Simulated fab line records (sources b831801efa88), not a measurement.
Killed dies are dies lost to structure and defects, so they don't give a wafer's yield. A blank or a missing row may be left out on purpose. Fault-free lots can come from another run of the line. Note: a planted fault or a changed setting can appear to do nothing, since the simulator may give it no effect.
Matching of chambers -- flow gf180mcu -- 3 sister chambers for GF_V2_CVD_02 on pecvd-02
The step deposits SiO2 from TEOS, target thk 850 nm, time 94.851 s. 22 wafers are shown with their chamber, then 11 later ones without.

## WAFERS, EACH WITH ITS CHAMBER
wafer,chamber,heaterPowerW (W)
L074.2,2,692
L074.3,0,569
L074.5,1,827
L077.1,0,628
L077.2,1,879
L077.3,2,588
L078.1,1,1033
L078.2,2,619
L078.3,0,663
L079.2,2,614
L079.3,1,1034
L079.6,2,667
L081.1,1,1050
L081.5,0,690
L081.6,2,560
L083.1,0,658
L083.3,1,1023
L083.6,2,575
L084.1,0,656
L084.2,1,976
L084.4,0,533
L087.3,0,656

SIGNATURES (means of the wafers above)
reading,chamber 0,chamber 1,chamber 2,scatter within a chamber
heaterPowerW,631.62,974.57,616.43,64.8
Rule: a wafer's distance from a chamber is the root of the sum, over the readings, of the square of ((its reading less the chamber's mean) divided by the reading's scatter). The wafer belongs to the nearest chamber; if the next one is less than 2 further off, it can't be placed. The scatter is the square root of a quotient: the sum, over the shown wafers, of each reading's squared deviation from its chamber's mean, divided by wafers minus chambers.

## WAFERS WITH NO CHAMBER GIVEN
wafer,heaterPowerW (W)
L087.4,1007
L087.5,534
L088.3,687
L088.4,866
L088.5,687
L090.3,571
L090.5,668
L090.6,619
L095.2,602
L095.4,693
L095.6,636

## CHAMBER TAKEN BY EACH
wafer,from the rows above,in truth
L087.4,1,1
L087.5,can't be placed: 2 or 0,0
L088.3,can't be placed: 0 or 2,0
L088.4,can't be placed: 1 or 0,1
L088.5,can't be placed: 0 or 2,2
L090.3,can't be placed: 2 or 0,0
L090.5,can't be placed: 0 or 2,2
L090.6,can't be placed: 2 or 0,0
L095.2,can't be placed: 2 or 0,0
L095.4,can't be placed: 0 or 2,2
L095.6,can't be placed: 0 or 2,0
Correctly placed: 1 of 11. These rows do not allow placing 10 (true chamber among the candidates in 10). Wrongly placed: 0.
